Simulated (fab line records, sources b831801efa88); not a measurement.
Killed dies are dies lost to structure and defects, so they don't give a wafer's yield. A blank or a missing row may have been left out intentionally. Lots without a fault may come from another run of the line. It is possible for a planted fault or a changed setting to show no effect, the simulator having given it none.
Which tool is to blame?    flow sky130    33 wafers from 11 lots sampled at 2 of the route's 708 steps

== WHAT THE GAUGES SHOWED, per wafer ==
SKY_VIA1_RS_MEAS_22: measurement is done with a four-point probe.
lot   measured      on             VIA1_W_RS (ohm/sq)
L234  day 34 00:21  film metro-04  0.431 0.437 0.431
L235  day 34 04:16  film metro-03  0.423 0.426 0.427
L237  day 34 18:12  film metro-03  0.437 0.434 0.440
L239  day 35 17:20  film metro-03  0.434 0.435 0.432
L244  day 37 05:35  film metro-03  0.434 0.442 0.442
L247  day 38 02:55  film metro-03  0.427 0.422 0.421
L248  day 38 12:23  film metro-03  0.445 0.436 0.441
L251  day 39 10:08  film metro-01  0.433 0.440 0.434
L252  day 39 19:45  film metro-01  0.435 0.426 0.432
L255  day 40 09:02  film metro-01  0.424 0.432 0.427
L257  day 41 00:52  film metro-01  0.445 0.442 0.438

SKY_VIA2_THK_MEAS_01.
lot   measured      on             VIA2_HDPCVD_THK (nm)
L234  day 35 05:28  film metro-03  1179 1170 1165
L235  day 35 09:04  film metro-02  1187 1200 1202
L237  day 35 22:10  film metro-02  1182 1169 1167
L239  day 36 20:44  film metro-01  1166 1187 1163
L244  day 38 07:48  film metro-02  1151 1152 1162
L247  day 39 05:28  film metro-02  1166 1182 1168
L248  day 39 14:40  film metro-03  1184 1193 1198
L251  day 40 13:01  film metro-01  1168 1190 1180
L252  day 40 22:04  film metro-01  1172 1177 1181
L255  day 41 10:38  film metro-02  1188 1184 1191
L257  day 42 02:40  film metro-02  1178 1175 1178

== EACH LOT AND THE TOOL THAT RAN IT (in order: tool; ch and the chambers of the sampled wafers; start) ==
No process step before these readings appears in the record.

== AS READ BY THE TOOLS THEMSELVES (means over the sampled wafers that have a number; for cases with no such wafer, the mark the record gives instead) ==
The record holds no such reading with a usual standard deviation.

== THE ANSWER, worked out from the rows above alone ==
Rule: usual is defined by the lots themselves. The widest of any qualifying gaps counts: lots, ordered by their means at a reading, are off when they make up no more than a third of the lots, leave a main group of 4 or more, and stand apart from it by 3 or more times the standard deviation of that group's means. If all means in a main group match to the digits the tables above print for the reading, that group is not used. Also off: a lot with no number at a reading for which 4 or more lots have one. Any other lot the step has rows for is counted as sound. The gauges are gone through in route order, then the tools' own readings, and for those a lot's mean is taken as printed above. The first step at which some lot is off is used, and at that step the reading that is off furthest; a lot without a number counts as furthest.
None of the lots is off at any reading shown; this tells nothing.

== WHAT HAD BEEN PUT IN BY THE SIMULATOR ==
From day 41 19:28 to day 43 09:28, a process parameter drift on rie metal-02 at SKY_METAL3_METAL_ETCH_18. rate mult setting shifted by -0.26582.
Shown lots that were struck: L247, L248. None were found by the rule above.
